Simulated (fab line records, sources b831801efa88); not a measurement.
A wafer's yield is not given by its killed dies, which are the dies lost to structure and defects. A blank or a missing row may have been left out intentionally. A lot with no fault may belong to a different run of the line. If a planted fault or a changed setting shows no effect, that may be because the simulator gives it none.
Which of the tools did it? / flow gf180mcu / 18 wafers from 6 lots sampled at 2 of the route's 602 steps

WHAT THE GAUGES SHOWED, per wafer
GF_NWELL_TW_MEAS_11.
lot=L411; measured=day 4 00:25; on=film_metro-03; NWELL_TW=1552 1552 1546
lot=L414; measured=day 4 17:25; on=film_metro-02; NWELL_TW=1584 1577 1582
lot=L418; measured=day 5 14:13; on=film_metro-03; NWELL_TW=1560 1556 1563
lot=L424; measured=day 6 23:52; on=film_metro-02; NWELL_TW=1576 1578 1578
lot=L427; measured=day 7 15:15; on=film_metro-03; NWELL_TW=1739 1739 1740
lot=L430; measured=day 8 08:00; on=film_metro-04; NWELL_TW=1585 1577 1576

EACH LOT AND THE TOOL THAT RAN IT (in order: tool; ch and the chambers of the sampled wafers; start)
lot=L411; GF_NWELL_IMPLANT_08=implanter-01 ch 0, day 4 00:02
lot=L414; GF_NWELL_IMPLANT_08=implanter-01 ch 0, day 4 17:02
lot=L418; GF_NWELL_IMPLANT_08=implanter-01 ch 0, day 5 13:50
lot=L424; GF_NWELL_IMPLANT_08=implanter-04 ch 0, day 6 23:29
lot=L427; GF_NWELL_IMPLANT_08=implanter-04 ch 0, day 7 14:51
lot=L430; GF_NWELL_IMPLANT_08=implanter-03 ch 0, day 8 07:37
- GF_NWELL_IMPLANT_08

THE ANSWER, worked out from the rows above alone
Rule: the lots themselves supply what counts as usual. The widest of any qualifying gaps counts: lots, ordered by their means at a reading, are off when they make up no more than a third of the lots, leave a main group of 4 or more, and stand apart from it by 3 or more times the standard deviation of that group's means. A main group is skipped when, at the precision printed for the reading in the tables above, its means are all equal. Also off: a lot with no number at a reading for which 4 or more lots have one. The other lots that the step has rows for count as sound.
Off: at GF_NWELL_TW_MEAS_11 (NWELL_TW), L427. The main group has a mean of 1569 with a standard deviation of 12.
If a tool, at a process step before that reading, ran all the lots that are off and no sound lot after the first of them, it fits. Gauges at GF_NWELL_TW_MEAS_11: tried the same way as those tools. Undecided on this evidence; 2 tools fit (implanter-04 at GF_NWELL_IMPLANT_08, film_metro-03 at GF_NWELL_TW_MEAS_11).

WHAT WAS PUT IN BY THE SIMULATOR
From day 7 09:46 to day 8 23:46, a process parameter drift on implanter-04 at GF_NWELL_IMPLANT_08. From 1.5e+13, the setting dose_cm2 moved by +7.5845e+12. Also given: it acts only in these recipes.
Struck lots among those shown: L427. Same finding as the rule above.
